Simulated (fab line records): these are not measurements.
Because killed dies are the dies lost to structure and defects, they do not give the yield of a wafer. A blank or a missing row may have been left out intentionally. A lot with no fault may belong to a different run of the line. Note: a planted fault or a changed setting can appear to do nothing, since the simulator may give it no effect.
fab line records + flow sky130
record
- lots=6
- wafers=18
- last_day=50
route steps=708 shown VIA3@587 METAL4@598 PAD_OPEN@708
lots with no fault: from the same line, run without faults
start_h: start of the lot's first displayed wafer, in hours after the record's first day + wait_h: time in hours since the lot's previous step + " the same as in the row above + L1.1+2: several wafers, shown together as one row + - either no value or no given start + * or withheld: withheld + < > ~ a bound
route shown NAME@n: names a module that has steps shown in the file, with the first one's number in the route + usual: mean/standard deviation of fault-free wafers + same: alike in all rows + chamber/n: place in a boat + sites: readings site by site + _std_site: how widely they spread, as a standard deviation + _edge_site: mean of outer sites minus mean of inner sites + radius_mm: for every site, how far away it sits from the centre of the wafer + mask NAME#n: copy n + behind: tool/chamber where the wafer was last shaped + hold: why the lot went on hold/how many hours it stayed there/how the hold came to an end + device: which transistor (n, p or np) failed to switch + end of line: tests of these same wafers at the route's end + for a step that has no rows: nothing shown but its recipe + killed: at the first sort, the dies lost to defects and structure; wafer yield is something else + map: the dies of a wafer, with x for killed, . for not killed, _ for no die there
set.NAME: the run value of the setting; set.NAME@STEP: its run value at that earlier step + model.NAME: the simulator's own value behind a step, which no gauge read
a table for each step, a row for each wafer; lots at some steps of the route
services: when a tool's chamber went out of use (start_h, in hours from the record's first day, below 0 if earlier), for how many hours, and the reason
## steps
# step SKY_VIA3_ETCH_14
# recipe
- chemistry=N2/H2
- target=BARC
- ion_energy_ev=200
- source_w=500
- bias_w=100
- pressure_mtorr=30
- n2_flow_sccm=100
- h2_flow_sccm=200
- stop_on=SiO2
- time_s=45.9
- target_depth_a=600
# usual
- drypump_motor_current_A=5.9/0.34
- oes_product_au=0.855/0.0047
- throttle_valve_pct=13.224/0.0093
| lot.wafer | tool        | chamber | start_h | wait_h | drypump_motor_current_A | oes_product_au | rf_hours_counter_h | throttle_valve_pct |
|-----------|-------------|---------|---------|--------|-------------------------|----------------|--------------------|--------------------|
| L804.1    | rie_diel-03 | 3       | 942.04  | 0.0    | 5.7                     | 0.858          | 20                 | 13.225             |
| L804.2    | "           | 2       | "       | "      | 6.2                     | 0.858          | 22                 | 13.221             |
| L804.5    | "           | 1       | "       | "      | 5.2                     | 0.848          | -                  | 13.214             |
| L806.1    | rie_diel-03 | 2       | 950.24  | 0.0    | 6.2                     | 0.852          | 22                 | 13.240             |
| L806.2    | "           | 1       | "       | "      | 5.2                     | 0.859          | 15                 | 13.222             |
| L806.6    | "           | 2       | "       | "      | 6.2                     | 0.860          | -                  | 13.230             |
| L820.2    | rie_diel-02 | 0       | 1038.21 | 0.0    | 6.0                     | 0.847          | 10                 | 13.229             |
| L820.3    | "           | 1       | "       | "      | 5.9                     | 0.855          | 9                  | 13.207             |
| L820.4    | "           | 3       | "       | "      | 6.1                     | 0.861          | 28                 | 13.215             |
| L823.1    | rie_diel-03 | 1       | 1058.19 | 0.0    | 5.2                     | 0.858          | 19                 | 13.226             |
| L823.3    | "           | 0       | "       | "      | 6.4                     | 0.854          | 24                 | 13.235             |
| L823.4    | "           | 0       | "       | "      | 6.4                     | 0.850          | -                  | 13.226             |
| L824.1    | rie_diel-01 | 3       | 1063.99 | 0.0    | 5.9                     | 0.861          | 14                 | 13.222             |
| L824.3    | "           | 2       | "       | "      | 5.7                     | 0.864          | 7                  | 13.218             |
| L824.5    | "           | 0       | "       | "      | 6.0                     | 0.856          | -                  | 13.230             |
| L827.2    | rie_diel-03 | 0       | 1074.77 | 0.0    | 6.4                     | 0.849          | 25                 | 13.225             |
| L827.3    | "           | 3       | "       | "      | 5.7                     | 0.857          | 24                 | 13.224             |
| L827.6    | "           | 0       | "       | "      | 6.4                     | 0.856          | -                  | 13.221             |
# step SKY_VIA3_ETCH_15
# recipe
- target=SiO2
- chemistry=C4F8/O2/Ar
- target_depth_nm=507
- stop_on=TiN
- mask_material=KrF-thick
- source_w=1500
- bias_w=1200
- pressure_mtorr=40
- c4f8_flow_sccm=withheld
- O2_flow_sccm=6
- Ar_flow_sccm=300
- time_s=78
# step SKY_VIA3_STRIP_16
# recipe
- chemistry=O2/N2
- power_w=1400
- pressure_mtorr=1500
- platen_temp_c=withheld
- o2_flow_sccm=3000
- n2_flow_sccm=300
- overash_fraction=0.5
# usual
- drypump_motor_current_A=5.78/0.24
- oes_product_au=0.401/0.0043
- strip_time_to_endpoint_s=4.132/0.026
| lot.wafer | tool            | chamber | start_h | wait_h | drypump_motor_current_A | oes_product_au | rf_hours_counter_h | strip_time_to_endpoint_s |
|-----------|-----------------|---------|---------|--------|-------------------------|----------------|--------------------|--------------------------|
| L804.1    | plasma_asher-03 | 1       | 942.14  | 0.0    | 5.34                    | 0.401          | 19                 | 4.110                    |
| L804.2    | "               | 0       | "       | "      | 6.05                    | 0.400          | 19                 | 4.157                    |
| L804.5    | "               | 1       | "       | "      | 5.35                    | 0.406          | -                  | 4.127                    |
| L806.1    | plasma_asher-03 | 1       | 950.34  | 0.0    | 5.33                    | 0.398          | 19                 | 4.170                    |
| L806.2    | "               | 0       | "       | "      | 6.07                    | 0.398          | 19                 | 4.152                    |
| L806.6    | "               | 0       | "       | "      | 6.06                    | 0.397          | -                  | 4.174                    |
| L820.2    | plasma_asher-02 | 0       | 1038.31 | 0.0    | 5.86                    | 0.409          | 91                 | 4.119                    |
| L820.3    | "               | 1       | "       | "      | 5.78                    | 0.400          | -                  | 4.079                    |
| L820.4    | "               | 0       | "       | "      | 5.83                    | 0.396          | -                  | 4.116                    |
| L823.1    | plasma_asher-02 | 1       | 1058.29 | 0.0    | 5.74                    | 0.403          | 93                 | 4.128                    |
| L823.3    | "               | 1       | "       | "      | 5.75                    | 0.396          | -                  | 4.112                    |
| L823.4    | "               | 0       | "       | "      | 5.82                    | 0.398          | -                  | 4.112                    |
| L824.1    | plasma_asher-03 | 1       | 1064.09 | 0.0    | 5.30                    | 0.402          | 31                 | 4.110                    |
| L824.3    | "               | 0       | "       | "      | 6.09                    | 0.401          | -                  | 4.113                    |
| L824.5    | "               | 0       | "       | "      | 6.06                    | 0.398          | -                  | 4.110                    |
| L827.2    | plasma_asher-04 | 0       | 1074.87 | 0.0    | 5.74                    | 0.396          | 1                  | 4.099                    |
| L827.3    | "               | 1       | "       | "      | 6.11                    | 0.402          | -                  | 4.110                    |
| L827.6    | "               | 0       | "       | "      | 5.75                    | 0.403          | -                  | 4.087                    |
# step SKY_VIA3_STRIP_17
# recipe
- chemistry=post_etch_residue_remover
- time_s=1200
- temp_c=72.5
# step SKY_VIA3_CLEAN_18
# recipe
- chemistry=IPA
- time_s=180
- temp_c=25
# step SKY_VIA3_CLEAN_19
# recipe
- chemistry=O3/DIW
- dry=n2_spin
# step SKY_VIA3_SPUTTER_20
# recipe
- material=TiN
- target_thk_nm=20
- chamber_pressure_pa=5
- power_w=4000
- time_s=80
# step SKY_VIA3_CVD_21
# recipe
- material=W
- target_thk_nm=390
- time_s=117.31
- temp_c=400
- pressure_torr=40
# step SKY_VIA3_RS_MEAS_22
# recipe
- thk_meas_gauge=four-point-probe
- reads=W_of_VIA3_CVD_21+TiN_of_VIA3_SPUTTER_20
# usual
- VIA3_W_RS=0.291/0.0062
| lot.wafer | tool          | chamber | start_h | wait_h | VIA3_W_RS[ohm/sq] |
|-----------|---------------|---------|---------|--------|-------------------|
| L804.1    | film_metro-04 | -       | 942.92  | 0.1    | 0.292             |
| L804.2    | "             | -       | "       | "      | 0.280             |
| L804.5    | "             | -       | "       | "      | 0.280             |
| L806.1    | film_metro-03 | -       | 951.12  | 0.1    | 0.294             |
| L806.2    | "             | -       | "       | "      | 0.293             |
| L806.6    | "             | -       | "       | "      | 0.297             |
| L820.2    | film_metro-03 | -       | 1039.17 | 0.1    | 0.293             |
| L820.3    | "             | -       | "       | "      | 0.293             |
| L820.4    | "             | -       | "       | "      | 0.290             |
| L823.1    | film_metro-01 | -       | 1059.11 | 0.1    | 0.299             |
| L823.3    | "             | -       | "       | "      | 0.294             |
| L823.4    | "             | -       | "       | "      | 0.302             |
| L824.1    | film_metro-03 | -       | 1064.93 | 0.1    | 0.289             |
| L824.3    | "             | -       | "       | "      | 0.296             |
| L824.5    | "             | -       | "       | "      | 0.295             |
| L827.2    | film_metro-01 | -       | 1075.79 | 0.1    | 0.291             |
| L827.3    | "             | -       | "       | "      | 0.292             |
| L827.6    | "             | -       | "       | "      | 0.297             |
# step SKY_VIA3_THK_MEAS_23
# recipe
- thk_meas_gauge=xrf
- reads=W_of_VIA3_CVD_21
# usual
- VIA3_W_THK=398/9.3
| lot.wafer | tool          | chamber | start_h | wait_h | VIA3_W_THK[nm] |
|-----------|---------------|---------|---------|--------|----------------|
| L804.1    | film_metro-04 | -       | 943.04  | 0.1    | 399            |
| L804.2    | "             | -       | "       | "      | 414            |
| L804.5    | "             | -       | "       | "      | 412            |
| L806.1    | film_metro-03 | -       | 951.24  | 0.1    | 389            |
| L806.2    | "             | -       | "       | "      | 394            |
| L806.6    | "             | -       | "       | "      | 391            |
| L820.2    | film_metro-03 | -       | 1039.28 | 0.1    | 391            |
| L820.3    | "             | -       | "       | "      | 392            |
| L820.4    | "             | -       | "       | "      | 399            |
| L823.1    | film_metro-01 | -       | 1059.23 | 0.1    | 381            |
| L823.3    | "             | -       | "       | "      | 388            |
| L823.4    | "             | -       | "       | "      | 380            |
| L824.1    | film_metro-03 | -       | 1065.05 | 0.1    | 398            |
| L824.3    | "             | -       | "       | "      | 389            |
| L824.5    | "             | -       | "       | "      | 389            |
| L827.2    | film_metro-01 | -       | 1075.90 | 0.1    | 390            |
| L827.3    | "             | -       | "       | "      | 390            |
| L827.6    | "             | -       | "       | "      | 387            |
# step SKY_VIA3_CMP_24
# recipe
- stop_on=SiO2
- t_overpolish_s=20
- down_force_psi=3.5
- platen_rpm=60
- target_thk_nm=0
- pad_velocity_m_s=0.94248
# usual
- motor_current_A=11.6/2.1
- overpolish_run_s=20.001/0.0088
- time_to_endpoint_s=95/4.3
| lot.wafer | tool   | chamber | start_h | wait_h | motor_current_A | overpolish_run_s | time_to_endpoint_s |
|-----------|--------|---------|---------|--------|-----------------|------------------|--------------------|
| L804.2    | cmp-02 | 3       | 943.56  | 0.5    | 12.8            | 19.994           | 103                |
| L804.1    | "      | 0       | "       | "      | 11.6            | 20.022           | 95                 |
| L804.5    | "      | 1       | "       | "      | 12.6            | 20.003           | 94                 |
| L806.2    | cmp-02 | 1       | 951.30  | 0.0    | 12.7            | 20.006           | 88                 |
| L806.1    | "      | 3       | "       | "      | 12.8            | 19.981           | 88                 |
| L806.6    | "      | 1       | "       | "      | 13.2            | 20.012           | 86                 |
| L820.2    | cmp-02 | 3       | 1039.38 | 0.1    | 13.0            | 20.005           | 96                 |
| L820.3    | "      | 0       | "       | "      | 11.6            | 20.007           | 96                 |
| L820.4    | "      | 1       | "       | "      | 13.0            | 20.008           | 94                 |
| L823.1    | cmp-02 | 2       | 1059.29 | 0.1    | 9.9             | 19.993           | 99                 |
| L823.4    | "      | 0       | "       | "      | 11.1            | 20.009           | 91                 |
| L823.3    | "      | 1       | "       | "      | 12.8            | 20.000           | 90                 |
| L824.1    | cmp-01 | 2       | 1065.16 | 0.1    | 16.2            | 20.004           | 96                 |
| L824.3    | "      | 0       | "       | "      | 9.7             | 20.004           | 95                 |
| L824.5    | "      | 2       | "       | "      | 15.8            | 20.010           | 97                 |
| L827.2    | cmp-02 | 0       | 1076.00 | 0.1    | 11.2            | 20.002           | 97                 |
| L827.3    | "      | 2       | "       | "      | 10.3            | 19.990           | 101                |
| L827.6    | "      | 3       | "       | "      | 12.6            | 20.006           | 93                 |
# step SKY_METAL4_SPUTTER_00
# recipe
- material=Ti
- target_thk_nm=15
- power_w=3000
- time_s=10
- chamber_pressure_pa=0.4
# usual
- chamber_pressure_pa=0.3999/0.0007
- throttle_valve_pct=29.9/1.4
| lot.wafer | tool           | chamber | start_h | wait_h | chamber_pressure_pa | throttle_valve_pct |
|-----------|----------------|---------|---------|--------|---------------------|--------------------|
| L804.1    | pvd_sputter-02 | -       | 943.76  | 0.1    | 0.4008              | 28.0               |
| L804.2    | "              | -       | "       | "      | 0.3991              | 30.2               |
| L804.5    | "              | -       | "       | "      | 0.4013              | 27.9               |
| L806.1    | pvd_sputter-03 | -       | 951.60  | 0.1    | 0.4003              | 29.4               |
| L806.2    | "              | -       | "       | "      | 0.3989              | 29.4               |
| L806.6    | "              | -       | "       | "      | 0.3998              | 29.4               |
| L820.2    | pvd_sputter-02 | -       | 1039.63 | 0.2    | 0.4017              | 29.9               |
| L820.3    | "              | -       | "       | "      | 0.4003              | 29.9               |
| L820.4    | "              | -       | "       | "      | 0.3998              | 27.9               |
| L823.1    | pvd_sputter-02 | -       | 1059.59 | 0.2    | 0.4002              | 31.5               |
| L823.3    | "              | -       | "       | "      | 0.3992              | 30.4               |
| L823.4    | "              | -       | "       | "      | 0.3999              | 27.8               |
| L824.1    | pvd_sputter-04 | -       | 1065.41 | 0.2    | 0.3997              | 31.7               |
| L824.3    | "              | -       | "       | "      | 0.3992              | 30.5               |
| L824.5    | "              | -       | "       | "      | 0.3994              | 31.8               |
| L827.2    | pvd_sputter-03 | -       | 1076.25 | 0.2    | 0.4009              | 29.7               |
| L827.3    | "              | -       | "       | "      | 0.3999              | 29.2               |
| L827.6    | "              | -       | "       | "      | 0.3995              | 29.2               |
# step SKY_METAL4_SPUTTER_01
# recipe
- material=TiN
- target_thk_nm=20
- power_w=6500
- time_s=16.7
- chamber_pressure_pa=0.4
# usual
- chamber_pressure_pa=0.4001/0.00077
- throttle_valve_pct=29.9/1.4
| lot.wafer | tool           | chamber | start_h | wait_h | chamber_pressure_pa | throttle_valve_pct | model.TiN_of_METAL4_SPUTTER_01.thk_nm |
|-----------|----------------|---------|---------|--------|---------------------|--------------------|---------------------------------------|
| L804.1    | pvd_sputter-02 | -       | 943.78  | 0.0    | 0.3994              | 27.6               | 20.04                                 |
| L804.2    | "              | -       | "       | "      | 0.4014              | 30.3               | 19.77                                 |
| L804.5    | "              | -       | "       | "      | 0.4007              | 28.0               | 20.01                                 |
| L806.1    | pvd_sputter-03 | -       | 951.62  | 0.0    | 0.3999              | 29.8               | 20.06                                 |
| L806.2    | "              | -       | "       | "      | 0.3998              | 29.5               | 20.07                                 |
| L806.6    | "              | -       | "       | "      | 0.4002              | 29.6               | 19.98                                 |
| L820.2    | pvd_sputter-02 | -       | 1039.66 | 0.0    | 0.3999              | 30.3               | 20.15                                 |
| L820.3    | "              | -       | "       | "      | 0.4006              | 30.3               | 20.09                                 |
| L820.4    | "              | -       | "       | "      | 0.3999              | 27.7               | 30.08                                 |
| L823.1    | pvd_sputter-02 | -       | 1059.62 | 0.0    | 0.4003              | 31.4               | 29.97                                 |
| L823.3    | "              | -       | "       | "      | 0.3989              | 30.3               | 20.25                                 |
| L823.4    | "              | -       | "       | "      | 0.4001              | 27.9               | 30.06                                 |
| L824.1    | pvd_sputter-04 | -       | 1065.43 | 0.0    | 0.4007              | 32.3               | 19.96                                 |
| L824.3    | "              | -       | "       | "      | 0.3996              | 30.5               | 19.77                                 |
| L824.5    | "              | -       | "       | "      | 0.3989              | 32.2               | 20.18                                 |
| L827.2    | pvd_sputter-03 | -       | 1076.28 | 0.0    | 0.4009              | 29.7               | 20.33                                 |
| L827.3    | "              | -       | "       | "      | 0.4004              | 29.2               | 20.31                                 |
| L827.6    | "              | -       | "       | "      | 0.3996              | 29.3               | 20.25                                 |
# step SKY_METAL4_SPUTTER_02
# recipe
- material=AlCu
- target_thk_nm=735
- power_w=10600
- time_s=39.1
- chamber_pressure_pa=0.4
# usual
- chamber_pressure_pa=0.3999/0.00081
- throttle_valve_pct=29.8/1.4
| lot.wafer | tool           | chamber | start_h | wait_h | chamber_pressure_pa | throttle_valve_pct |
|-----------|----------------|---------|---------|--------|---------------------|--------------------|
| L804.1    | pvd_sputter-02 | -       | 943.81  | 0.0    | 0.4006              | 28.0               |
| L804.2    | "              | -       | "       | "      | 0.3997              | 29.8               |
| L804.5    | "              | -       | "       | "      | 0.4007              | 27.8               |
| L806.1    | pvd_sputter-03 | -       | 951.65  | 0.0    | 0.3997              | 29.4               |
| L806.2    | "              | -       | "       | "      | 0.3991              | 29.3               |
| L806.6    | "              | -       | "       | "      | 0.3999              | 29.4               |
| L820.2    | pvd_sputter-02 | -       | 1039.68 | 0.0    | 0.3988              | 30.2               |
| L820.3    | "              | -       | "       | "      | 0.4003              | 30.2               |
| L820.4    | "              | -       | "       | "      | 0.3999              | 27.6               |
| L823.1    | pvd_sputter-02 | -       | 1059.64 | 0.0    | 0.3985              | 31.4               |
| L823.3    | "              | -       | "       | "      | 0.3994              | 30.0               |
| L823.4    | "              | -       | "       | "      | 0.3995              | 27.7               |
| L824.1    | pvd_sputter-04 | -       | 1065.45 | 0.0    | 0.4006              | 31.8               |
| L824.3    | "              | -       | "       | "      | 0.4006              | 30.4               |
| L824.5    | "              | -       | "       | "      | 0.4015              | 32.0               |
| L827.2    | pvd_sputter-03 | -       | 1076.30 | 0.0    | 0.3997              | 29.4               |
| L827.3    | "              | -       | "       | "      | 0.4009              | 29.2               |
| L827.6    | "              | -       | "       | "      | 0.4000              | 29.2               |
# step SKY_PAD_OPEN_PROBE_99
# usual
- defect_limited_yield=82.3/2
- killed_at_M0_to_M3=43/7.3
- killed_at_M4_up=3.1/1.7
- killed_at_contacts=25/5.3
- killed_at_front_end=15/4.3
- killed_at_other=0.2/0.54
- killed_dies=87/10
- killed_open=48/7.6
- killed_short=38/6.1
- sort_bin_3_pad_short=0.9/0.42
- sort_bin_5_function=10.5/1.5
- sort_bin_6_memory=6.3/1.2
- sort_n_pass=405/10
- sort_yield_pct=82.3/2
# same
- gross_dies=492
- killed_at_back_side=0
- sort_bin_4_leakage[%]=0
- sort_bin_8_speed[%]=0
| lot.wafer | tool      | chamber | start_h | wait_h | defect_limited_yield[%] | killed_at_M0_to_M3 | killed_at_M4_up | killed_at_contacts | killed_at_front_end | killed_at_other | killed_dies | killed_open | killed_short | sort_bin_3_pad_short[%] | sort_bin_5_function[%] | sort_bin_6_memory[%] | sort_n_pass | sort_yield_pct[%] |
|-----------|-----------|---------|---------|--------|-------------------------|--------------------|-----------------|--------------------|---------------------|-----------------|-------------|-------------|--------------|-------------------------|------------------------|----------------------|-------------|-------------------|
| L820.2    | prober-01 | -       | 1169.36 | 0.1    | 83.9                    | 42                 | 2               | 19                 | 16                  | 0               | 79          | 45          | 34           | 0.6                     | 9.8                    | 5.7                  | 413         | 83.9              |
| L820.3    | prober-01 | -       | 1169.41 | 0.2    | 81.9                    | 45                 | 3               | 27                 | 13                  | 1               | 89          | 52          | 37           | 0.8                     | 10.8                   | 6.5                  | 403         | 81.9              |
| L820.4    | prober-01 | -       | 1169.46 | 0.2    | 84.3                    | 44                 | 0               | 20                 | 13                  | 0               | 77          | 47          | 30           | 0.4                     | 9.6                    | 5.7                  | 415         | 84.3              |
| L823.1    | prober-01 | -       | 1182.99 | 0.1    | 82.5                    | 59                 | 2               | 15                 | 10                  | 0               | 86          | 48          | 38           | 0.8                     | 10.4                   | 6.3                  | 406         | 82.5              |
| L823.3    | prober-01 | -       | 1183.09 | 0.2    | 83.3                    | 50                 | 1               | 20                 | 11                  | 0               | 82          | 45          | 36           | 1.6                     | 9.3                    | 5.7                  | 410         | 83.3              |
| L823.4    | prober-01 | -       | 1183.14 | 0.2    | 83.7                    | 38                 | 5               | 23                 | 14                  | 0               | 80          | 47          | 33           | 1.2                     | 9.3                    | 5.7                  | 412         | 83.7              |
| L824.1    | prober-02 | -       | 1187.13 | 0.1    | 82.1                    | 42                 | 3               | 20                 | 22                  | 1               | 88          | 56          | 32           | 0.8                     | 10.4                   | 6.7                  | 404         | 82.1              |
| L824.3    | prober-02 | -       | 1187.23 | 0.2    | 80.7                    | 44                 | 7               | 20                 | 24                  | 0               | 95          | 45          | 49           | 1.0                     | 10.0                   | 8.3                  | 397         | 80.7              |
| L824.5    | prober-02 | -       | 1187.33 | 0.2    | 83.7                    | 38                 | 6               | 22                 | 14                  | 0               | 80          | 51          | 29           | 0.6                     | 10.8                   | 4.9                  | 412         | 83.7              |
| L827.2    | prober-02 | -       | 1195.51 | 0.1    | 82.9                    | 44                 | 3               | 26                 | 11                  | 0               | 84          | 55          | 26           | 0.4                     | 9.8                    | 6.9                  | 408         | 82.9              |
| L827.3    | prober-02 | -       | 1195.56 | 0.2    | 82.1                    | 40                 | 5               | 28                 | 14                  | 1               | 88          | 51          | 36           | 0.8                     | 9.3                    | 7.7                  | 404         | 82.1              |
| L827.6    | prober-02 | -       | 1195.71 | 0.2    | 83.7                    | 52                 | 0               | 19                 | 9                   | 0               | 80          | 47          | 33           | 0.4                     | 9.1                    | 6.7                  | 412         | 83.7              |
# killed by level:class
L820.2 VIA1:geometric_particle:open=11 VIA3:geometric_particle:open=7 CONTACT:geometric_particle:short=6 METAL2:geometric_particle:short=6 POLY_GATE:geometric_particle:open=5 CONTACT:geometric_particle:open=5 LI_CONTACT:geometric_particle:open=4 VIA2:geometric_particle:short=4
L820.3 VIA1:geometric_particle:open=12 LI_CONTACT:geometric_particle:open=11 VIA3:geometric_particle:open=11 METAL2:geometric_particle:short=5 FIELD_ISO:geometric_particle:open=4 LOCAL_INTERCONNECT:geometric_particle:short=4 CONTACT:geometric_particle:short=4 CONTACT:geometric_particle:open=4
L820.4 CONTACT:geometric_particle:open=11 METAL2:geometric_particle:short=10 VIA1:geometric_particle:open=9 VIA2:geometric_particle:open=7 VIA3:geometric_particle:open=6 LI_CONTACT:geometric_particle:open=4 VIA1:geometric_particle:short=3 FIELD_ISO:geometric_particle:open=3
L823.1 VIA1:geometric_particle:open=16 METAL1:geometric_particle:short=8 VIA2:geometric_particle:open=6 CONTACT:geometric_particle:open=5 VIA1:geometric_particle:short=5 METAL2:geometric_particle:open=5 VIA3:geometric_particle:open=5 SPACER:geometric_particle:short=4
L823.3 VIA1:geometric_particle:open=13 METAL2:geometric_particle:short=9 VIA2:geometric_particle:open=7 LI_CONTACT:geometric_particle:open=6 CONTACT:geometric_particle:open=5 METAL1:geometric_particle:short=5 VIA1:geometric_particle:short=4 POLY_GATE:geometric_particle:open=3
L823.4 CONTACT:geometric_particle:open=11 VIA1:geometric_particle:open=9 VIA3:geometric_particle:open=8 LI_CONTACT:geometric_particle:open=6 FIELD_ISO:geometric_particle:open=5 METAL1:geometric_particle:short=5 METAL4:geometric_particle:short=5 VIA2:geometric_particle:open=4
L824.1 VIA1:geometric_particle:open=12 FIELD_ISO:geometric_particle:open=10 CONTACT:geometric_particle:open=8 FIELD_ISO:geometric_particle:short=6 LI_CONTACT:geometric_particle:open=5 VIA1:geometric_particle:short=4 METAL1:geometric_particle:short=4 VIA2:geometric_particle:open=4
L824.3 VIA1:geometric_particle:open=16 FIELD_ISO:geometric_particle:short=9 CONTACT:geometric_particle:open=7 METAL1:geometric_particle:short=6 FIELD_ISO:geometric_particle:open=5 LI_CONTACT:geometric_particle:open=5 VIA1:geometric_particle:short=5 CONTACT:geometric_particle:short=4
L824.5 CONTACT:geometric_particle:open=10 FIELD_ISO:geometric_particle:open=8 VIA1:geometric_particle:open=8 VIA3:geometric_particle:open=7 LI_CONTACT:geometric_particle:open=6 METAL2:geometric_particle:short=6 METAL1:geometric_particle:short=6 VIA2:geometric_particle:open=5
L827.2 VIA1:geometric_particle:open=13 CONTACT:geometric_particle:open=12 VIA3:geometric_particle:open=8 LI_CONTACT:geometric_particle:open=6 VIA2:geometric_particle:open=5 LI_CONTACT:geometric_particle:short=4 VIA1:geometric_particle:short=3 METAL2:geometric_particle:short=3
L827.3 VIA2:geometric_particle:open=13 CONTACT:geometric_particle:open=11 LI_CONTACT:geometric_particle:open=6 LOCAL_INTERCONNECT:geometric_particle:short=5 VIA1:geometric_particle:open=5 POLY_GATE:geometric_particle:open=4 METAL1:geometric_particle:short=4 VIA2:geometric_particle:short=4
L827.6 VIA1:geometric_particle:open=11 VIA3:geometric_particle:open=9 CONTACT:geometric_particle:open=7 METAL1:geometric_particle:short=7 LI_CONTACT:geometric_particle:open=6 VIA1:geometric_particle:short=6 VIA2:geometric_particle:open=5 METAL2:geometric_particle:short=5
## services
| tool           | chamber | start_h | hours | kind   |
|----------------|---------|---------|-------|--------|
| pvd_sputter-04 | -       | 925.15  | 19.3  | repair |
| rie_diel-01    | 3       | 930.88  | 8.6   | repair |
| cmp-01         | -       | 937.22  | 11.2  | pm     |
| rie_diel-02    | -       | 939.32  | 2.8   | pm     |
| rie_diel-02    | 3       | 958.98  | 3.9   | repair |
| pvd_sputter-03 | -       | 960.10  | 5.2   | repair |
| pvd_sputter-02 | -       | 975.61  | 3.6   | repair |
| cmp-02         | -       | 976.79  | 14.1  | pm     |
| rie_diel-03    | -       | 978.66  | 2.8   | pm     |
| rie_diel-01    | -       | 979.55  | 1.7   | repair |
| rie_diel-02    | 1       | 987.06  | 4.1   | repair |
| cmp-02         | -       | 990.93  | 4.3   | pm     |
| rie_diel-02    | 1       | 992.92  | 3.9   | repair |
| cmp-02         | -       | 1014.99 | 1.1   | repair |
| rie_diel-03    | -       | 1019.74 | 0.2   | repair |
| pvd_sputter-02 | -       | 1022.00 | 0.6   | repair |
| cmp-01         | -       | 1028.25 | 0.4   | repair |
| rie_diel-01    | -       | 1028.57 | 14.6  | pm     |
| cmp-02         | -       | 1036.35 | 0.3   | repair |
| pvd_sputter-02 | -       | 1054.16 | 2.2   | repair |
| cmp-02         | -       | 1055.76 | 0.7   | repair |
| rie_diel-03    | 3       | 1056.73 | 11.2  | repair |
| pvd_sputter-04 | -       | 1066.63 | 2.3   | repair |
| cmp-02         | -       | 1069.14 | 6.6   | repair |
## key
first_sign none at tools or gauges
model_effect
- step=SKY_METAL4_SPUTTER_01
- value=TiN_of_METAL4_SPUTTER_01.thk_nm
- without=20.21
- struck=30.03
met_at SKY_METAL4_SPUTTER_01
struck_wafers L820.4,L823.1,L823.4
onset_between 943.78 1039.66
fault
- kind=process_parameter_drift
- tool=pvd_sputter-02
- chamber=-
- onset_h=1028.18
- steps=SKY_METAL4_SPUTTER_01
- channel=target_thk_nm
- offset=9.8258
- shape=step
- end_h=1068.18
- scope=struck_wafers_only
- acts_in=these_recipes_only
- stated=20
